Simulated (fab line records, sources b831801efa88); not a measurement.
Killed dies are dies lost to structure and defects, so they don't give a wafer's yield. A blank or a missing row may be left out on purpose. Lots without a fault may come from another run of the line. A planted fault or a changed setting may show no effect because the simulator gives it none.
A struck lot beside a sound one | flow sky130 | 21 steps out of a route of 708
Sound: wafers L592.3, L592.4, L592.6. Struck: wafers L595.1, L595.2, L595.6. The cause comes at the end.
At each step with rows: each side's tool, then ch and its chambers, then its first start. Under that, the readings that differ: sound wafers | struck wafers | difference of the means | sigmas: that difference in standard deviations of wafers without a fault.
alike: readings whose means differ by less than 2 such deviations, and words and numbers that are the same on both sides. not compared: withheld readings, readings that some wafer has no value for, bounds like >300 that may hide the same value, and numbers for which the record gives no deviation and whose values overlap.
The two part at a step that has a row with sigmas, a row that says differs or no value, or rows on one side only. Numbers that don't overlap but have no deviation are shown without sigmas and don't part them. A reading that every wafer of one side lacks parts them only if that side has two wafers or more.

SKY_POLY_GATE_THK_MEAS_21:
  sound on film_metro-03, day 17 11:45; struck on film_metro-03, day 19 12:56
  alike: POLY_GATE_OXIDATION_THK
SKY_POLY_GATE_CD_MEAS_22:
  sound on cd_sem-02, day 17 11:55; struck on cd_sem-01, day 19 13:00
  alike: cd_nm
then, 7 steps without rows for these wafers: SKY_LDD_N_DEHYDRATE_00 (time 60 s); SKY_LDD_N_HMDS_01 (prime time 60 s); SKY_LDD_N_COAT_02 (resist thk 300 nm); SKY_LDD_N_SOFTBAKE_03 (time 60 s); SKY_LDD_N_EXPOSE_04 (exposes mask NTM, target cd 840 nm); SKY_LDD_N_PEB_05; SKY_LDD_N_DEVELOP_06 (develop time 60 s).
SKY_LDD_N_OVL_MEAS_07:
  sound on overlay-02, day 18 18:55; struck on overlay-02, day 20 18:10
  alike: LDD_N_OVL
then, 2 steps without rows for these wafers: SKY_LDD_N_IMPLANT_08; SKY_LDD_N_IMPLANT_09.
SKY_LDD_N_IMPLANT_10:
  sound on implanter-01 ch 0, day 18 19:17; struck on implanter-01 ch 0, day 20 18:30
  reading            | sound                        | struck                           | difference  | sigmas
  beam_on_s (s)      | 10.14 9.92 10.22             | 42.75 43.57 44.95                | +33.66      | +99 or more
  dose_ions_cm2      | 7.501e+13 7.49e+13 7.496e+13 | 4.1996e+14 4.2009e+14 4.2003e+14 | +3.4507e+14 | +99 or more
  faraday_current_uA | 418 428 414                  | 553 543 525                      | +120        | +15
  alike: rotation_deg
then, 5 steps without rows for these wafers: SKY_LDD_N_IMPLANT_11; SKY_LDD_N_IMPLANT_12; SKY_LDD_N_IMPLANT_13; SKY_LDD_N_IMPLANT_14; SKY_LDD_N_IMPLANT_15.
SKY_LDD_N_STRIP_16: strips in O2/N2.
  sound on plasma_asher-04 ch 0,1, day 18 20:10; struck on plasma_asher-01 ch 0,1, day 20 19:24
  reading                      | sound             | struck            | difference | sigmas
  drypump_motor_current_A (A)  | 5.6 6.0 5.6       | 5.4 4.9 4.9       | -0.7       | -2
  strip_time_to_endpoint_s (s) | 4.312 4.323 4.310 | 5.143 5.148 5.153 | +0.833     | +52
  alike: oes_product_au
  not compared: rf_hours_counter_h
SKY_LDD_N_TW_MEAS_17:
  sound on film_metro-04, day 18 20:16; struck on film_metro-02, day 20 19:44
  reading  | sound          | struck         | difference | sigmas
  LDD_N_TW | 2589 2604 2605 | 2913 2897 2934 | +315       | +20
  not compared: hold
-- the record jumps here: 27 days lie between the struck wafers' starts before and after (it left off in module LDD_N and takes up again in module PAD_OPEN, whose first step shown is number 708 of the route) --
SKY_PAD_OPEN_PROBE_99:
  sound on prober-02, day 46 14:26; struck on prober-01, day 47 18:22
  reading                                   | sound             | struck            | difference | sigmas
  model.etest.tip_n.rs_ohm_sq               | 442.6 445.8 444.8 | 297.8 297.6 295.9 | -147.3     |
  model.etest.nfet_01v8.r_on_ohm_um         | 840.5 835.1 827   | 767 764.3 781.4   | -63        |
  model.etest.nfet_01v8_turned.drive_ua_um  | 504.2 501.6 501.8 | 547.4 558.5 545.2 | +47.8      |
  model.etest.nfet_01v8_swapped.drive_ua_um | 501.2 504.1 506.9 | 551.5 559.9 546   | +48.4      |
  model.etest.nfet_01v8_lvt.drive_ua_um     | 568.7 570 571.5   | 616.6 624.6 613.9 | +48.3      |
  model.etest.nfet_01v8.drive_ua_um         | 503.9 497.7 503.4 | 540.5 549.8 532.2 | +39.2      |
  model.etest.sram_nfet_pass.drive_ua_um    | 482 494.9 492.7   | 495 531.5 511.1   | +23        |
  model.etest.tip_n.rs_ohm_sq_range         | 18.02 14.17 12.29 | 6.969 11.53 11.56 | -4.807     |
  alike: killed_at_M0_to_M3, killed_at_M4_up, killed_at_contacts, killed_at_front_end, killed_at_other, killed_dies, killed_open, killed_short

WHERE THEY PART
First at SKY_LDD_N_IMPLANT_10; last, within this record, at SKY_LDD_N_TW_MEAS_17. Later steps at which nothing parts them and some readings are alike: SKY_PAD_OPEN_PROBE_99.

WHY: what the simulator had put in
Process parameter drift: implanter-01, from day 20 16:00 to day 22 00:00, at SKY_LDD_N_IMPLANT_10. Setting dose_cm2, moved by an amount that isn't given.
